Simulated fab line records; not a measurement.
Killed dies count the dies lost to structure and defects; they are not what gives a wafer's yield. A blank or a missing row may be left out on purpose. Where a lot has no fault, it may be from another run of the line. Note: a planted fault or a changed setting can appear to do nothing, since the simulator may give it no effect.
Matching of chambers || flow gf180mcu || GF_STI_CMP_25 on cmp-01 has 4 sister chambers
The step polishes, stops on Si3N4, t overpolish 33 s, target thk 524.6 nm. 4 wafers are shown with their chamber, then 7 later ones without.

## WAFERS WITH THEIR CHAMBER
{"wafer": "L629.2", "chamber": 3, "motor-current-A (A)": 10.6}
{"wafer": "L629.4", "chamber": 2, "motor-current-A (A)": 11.0}
{"wafer": "L635.1", "chamber": 0, "motor-current-A (A)": 13.0}
{"wafer": "L635.2", "chamber": 1, "motor-current-A (A)": 14.1}

## WAFERS WITHOUT THEIR CHAMBER
{"wafer": "L635.4", "motor-current-A (A)": 11.4}
{"wafer": "L637.2", "motor-current-A (A)": 12.7}
{"wafer": "L637.4", "motor-current-A (A)": 11.6}
{"wafer": "L637.6", "motor-current-A (A)": 15.0}
{"wafer": "L638.2", "motor-current-A (A)": 14.8}
{"wafer": "L638.4", "motor-current-A (A)": 12.2}
{"wafer": "L638.5", "motor-current-A (A)": 11.8}

## WHICH CHAMBER EACH WENT THROUGH
{"wafer": "L635.4", "from the rows above": "can't be placed: 2 or 3 or 0", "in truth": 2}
{"wafer": "L637.2", "from the rows above": "can't be placed: 0 or 1", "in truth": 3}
{"wafer": "L637.4", "from the rows above": "can't be placed: 2 or 3 or 0", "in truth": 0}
{"wafer": "L637.6", "from the rows above": "can't be placed: 1 or 0", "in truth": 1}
{"wafer": "L638.2", "from the rows above": "can't be placed: 1 or 0", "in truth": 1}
{"wafer": "L638.4", "from the rows above": "can't be placed: 0 or 2 or 3 or 1", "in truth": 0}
{"wafer": "L638.5", "from the rows above": "can't be placed: 2 or 0 or 3", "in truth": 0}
Correct placement for 0 of the 7. Unplaceable from these rows: 7, with the true chamber sitting among the candidates in 6. Wrongly placed: 0.
How it was worked out, from the rows above alone: a wafer's distance from a chamber is the root of the sum, over the readings, of the square of ((its reading less the chamber's mean) divided by the reading's scatter). If the next closest chamber is less than 2 further off than the closest, the wafer can't be placed; otherwise it belongs to the closest. Each chamber's mean is taken over the wafers shown for it. The scatter: root of mean squared gap, hidden wafer to nearest shown wafer, with one shown wafer a chamber.
